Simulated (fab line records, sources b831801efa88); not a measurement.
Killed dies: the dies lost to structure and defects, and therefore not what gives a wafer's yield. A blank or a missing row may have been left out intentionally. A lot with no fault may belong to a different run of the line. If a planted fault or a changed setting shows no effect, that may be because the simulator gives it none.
Which tool was responsible? -- flow gf180mcu -- 11 lots, 33 wafers sampled, at 6 steps of a route of 602

== WHAT THE GAUGES READ, wafer by wafer ==
GF_POLY_GATE_THK_MEAS_01. Usual: POLY_GATE_CVD_00_THK gives 199.7 nm (standard deviation 1.9).
lot,measured,on,POLY_GATE_CVD_00_THK (nm),flag
L198,day 8 18:25,film-metro-02,202.1 201.4 200.2,
L202,day 9 13:29,film-metro-04,201.1 200.5 198.8,
L201,day 9 16:40,film-metro-03,202.7 202.0 200.9,
L203,day 10 03:46,film-metro-04,199.9 199.9 200.5,
L209,day 12 01:55,film-metro-02,197.8 196.5 196.9,
L210,day 12 13:00,film-metro-04,198.7 198.2 199.3,
L212,day 13 03:00,film-metro-04,201.7 200.6 201.4,
L211,day 13 04:58,film-metro-04,202.6 202.0 200.8,
L217,day 13 23:40,film-metro-02,199.3 199.7 200.1,
L220,day 14 19:34,film-metro-03,199.1 199.4 198.5,
L221,day 14 22:16,film-metro-02,196.6 198.1 198.3,

GF_POLY_GATE_THK_MEAS_17. Usual: POLY_GATE_OXIDATION_THK gives 4.00 nm (standard deviation 0.066).
lot,measured,on,POLY_GATE_OXIDATION_THK (nm),flag
L198,day 9 13:46,film-metro-02,4.17 4.05 4.12,
L202,day 10 08:47,film-metro-02,4.09 3.98 4.12,
L201,day 10 13:18,film-metro-04,3.94 4.02 3.94,
L203,day 10 23:19,film-metro-04,3.97 3.91 3.95,
L209,day 12 22:26,film-metro-02,3.96 3.99 3.98,
L210,day 13 11:43,film-metro-02,4.00 3.91 3.93,
L212,day 14 00:44,film-metro-04,4.04 4.01 4.08,
L211,day 14 03:18,film-metro-02,3.98 4.06 3.95,
L217,day 14 23:37,film-metro-02,3.98 3.90 3.98,
L220,day 15 19:00,film-metro-04,3.97 4.00 3.89,
L221,day 15 22:33,film-metro-03,4.01 4.01 4.07,

GF_HV_LDD_TW_MEAS_11. Usual: HV_LDD_TW gives 2410 (standard deviation 30).
lot,measured,on,HV_LDD_TW,flag
L198,day 10 07:43,film-metro-02,2370 2372 2385,
L202,day 11 03:49,film-metro-02,2388 2378 2399,
L201,day 11 07:25,film-metro-04,2379 2369 2372,
L203,day 11 18:16,film-metro-01,2460 2441 2449,
L209,day 13 19:02,film-metro-01,2431 2435 2423,
L210,day 14 08:33,film-metro-02,2313 2317 2319,OFF
L212,day 14 22:23,film-metro-02,2380 2392 2385,
L211,day 15 01:02,film-metro-02,2301 2305 2312,OFF
L217,day 15 21:43,film-metro-01,2437 2453 2450,
L220,day 16 17:22,film-metro-04,2407 2379 2392,
L221,day 16 20:47,film-metro-02,2387 2405 2406,

GF_HV_LDD_RS_MEAS_53: a four-point-probe measurement. Usual: HV_LDD_RS gives 418.3 ohm/sq (standard deviation 0.89).
lot,measured,on,HV_LDD_RS (ohm/sq),flag
L198,day 12 16:55,film-metro-02,418.2 418.1 418.8,
L202,day 13 14:50,film-metro-02,417.3 417.5 419.1,
L201,day 13 19:31,film-metro-04,419.8 419.8 421.3,
L203,day 14 05:47,film-metro-02,417.6 418.2 417.5,
L209,day 16 12:06,film-metro-02,419.1 419.3 418.4,
L210,day 17 03:13,film-metro-01,440.4 439.6 441.2 440.1 439.9 440.4,OFF
L212,day 17 17:59,film-metro-04,419.3 419.5 419.1,
L211,day 17 20:49,film-metro-04,441.4 440.4 440.3 441.4 440.1 441.0,OFF
L217,day 18 18:59,film-metro-01,418.8 419.5 418.9,
L220,day 19 18:03,film-metro-01,416.8 418.0 418.2,
L221,day 19 20:17,film-metro-01,418.4 418.9 417.6,

== EACH LOT AND THE TOOL THAT RAN IT (in order: tool; ch and the chambers of the sampled wafers; start) ==
lot,GF_HV_LDD_IMPLANT_09,GF_HV_LDD_STRIP_22
L198,"implanter-04 ch 0, day 10 07:28","plasma-asher-03 ch 0,1, day 11 01:29"
L202,"implanter-04 ch 0, day 11 03:36","plasma-asher-01 ch 0,1, day 11 22:48"
L201,"implanter-04 ch 0, day 11 07:10","plasma-asher-04 ch 0, day 12 02:52"
L203,"implanter-03 ch 0, day 11 18:02","plasma-asher-03 ch 0,1, day 12 13:15"
L209,"implanter-01 ch 0, day 13 18:47","plasma-asher-01 ch 0,1, day 14 15:41"
L210,"implanter-04 ch 0, day 14 08:19","plasma-asher-03 ch 0,1, day 15 05:44"
L212,"implanter-03 ch 0, day 14 22:09","plasma-asher-03 ch 0,1, day 15 19:37"
L211,"implanter-04 ch 0, day 15 00:47","plasma-asher-01 ch 0,1, day 15 23:28"
L217,"implanter-03 ch 0, day 15 21:28","plasma-asher-01 ch 0,1, day 16 19:28"
L220,"implanter-01 ch 0, day 16 17:07","plasma-asher-03 ch 0,1, day 17 16:47"
L221,"implanter-03 ch 0, day 16 20:34","plasma-asher-01 ch 0,1, day 17 20:16"
- GF_HV_LDD_IMPLANT_09
- GF_HV_LDD_STRIP_22: strips in O2/N2.

== AS READ BY THE TOOLS THEMSELVES (means over the sampled wafers that have a number; for cases with no such wafer, the mark the record gives instead) ==
GF_HV_LDD_IMPLANT_09. Usual: tilt-deg 7.007 degrees, standard deviation 0.019.
lot,tool,tilt-deg (degrees),flag
L198,implanter-04,6.999,
L202,implanter-04,7.003,
L201,implanter-04,7.030,
L203,implanter-03,7.017,
L209,implanter-01,7.006,
L210,implanter-04,7.016,
L212,implanter-03,7.007,
L211,implanter-04,7.015,
L217,implanter-03,7.005,
L220,implanter-01,6.987,
L221,implanter-03,6.978,

GF_HV_LDD_STRIP_22. Usual: drypump-motor-current-A 5.9 A, standard deviation 0.34; heater-power-w 350 W, standard deviation 25; oes-product-au 0.716 a.u., standard deviation 0.0042; strip-time-to-endpoint-s 12.63 s, standard deviation 0.038.
lot,tool,drypump-motor-current-A (A),heater-power-w (W),oes-product-au (a.u.),strip-time-to-endpoint-s (s),flag
L198,plasma-asher-03,5.9,354,0.715,12.65,
L202,plasma-asher-01,5.7,360,0.718,12.64,
L201,plasma-asher-04,5.4,358,0.717,12.59,
L203,plasma-asher-03,6.0,355,0.717,12.62,
L209,plasma-asher-01,5.7,356,0.717,12.64,
L210,plasma-asher-03,6.2,358,0.718,12.65,
L212,plasma-asher-03,6.0,358,0.716,12.63,
L211,plasma-asher-01,5.7,362,0.720,12.73,
L217,plasma-asher-01,5.7,340,0.717,12.64,
L220,plasma-asher-03,6.0,356,0.714,12.59,
L221,plasma-asher-01,5.7,363,0.716,12.58,

== THE ANSWER, worked out from the rows above alone ==
Rule: take the mean of a lot's wafers that have a number; if it is more than 3 standard deviations from the usual mean, the lot is off. A lot without any number at a reading at which 4 lots or more have one is off too. All remaining lots with rows at the step are treated as sound. The gauges are gone through in route order, then the tools' own readings, and for those a lot's mean is taken as printed above. The first step at which some lot is off is used, and at that step the reading that is off furthest; a lot without a number counts as furthest.
Off: L210, L211, seen at GF_HV_LDD_TW_MEAS_11 (HV_LDD_TW).
A tool fits if, at a process step before that reading, it ran every lot that is off, and no sound lot after the first of them. The gauges at GF_HV_LDD_TW_MEAS_11 aren't tried: what is off there is off at GF_HV_LDD_RS_MEAS_53 too, on other tools, and a gauge's error can't cause that. One fits: GF_HV_LDD_IMPLANT_09 on implanter-04. Its last sound lot is L201 (day 11 07:10), its first lot that is off L210 (day 14 08:19): a fault that began between those two fits.

== WHAT HAD BEEN PUT IN BY THE SIMULATOR ==
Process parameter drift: implanter-04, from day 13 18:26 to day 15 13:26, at GF_HV_LDD_IMPLANT_09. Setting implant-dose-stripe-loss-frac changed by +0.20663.
Shown lots that were struck: L210, L211. The rule above reached the same finding.
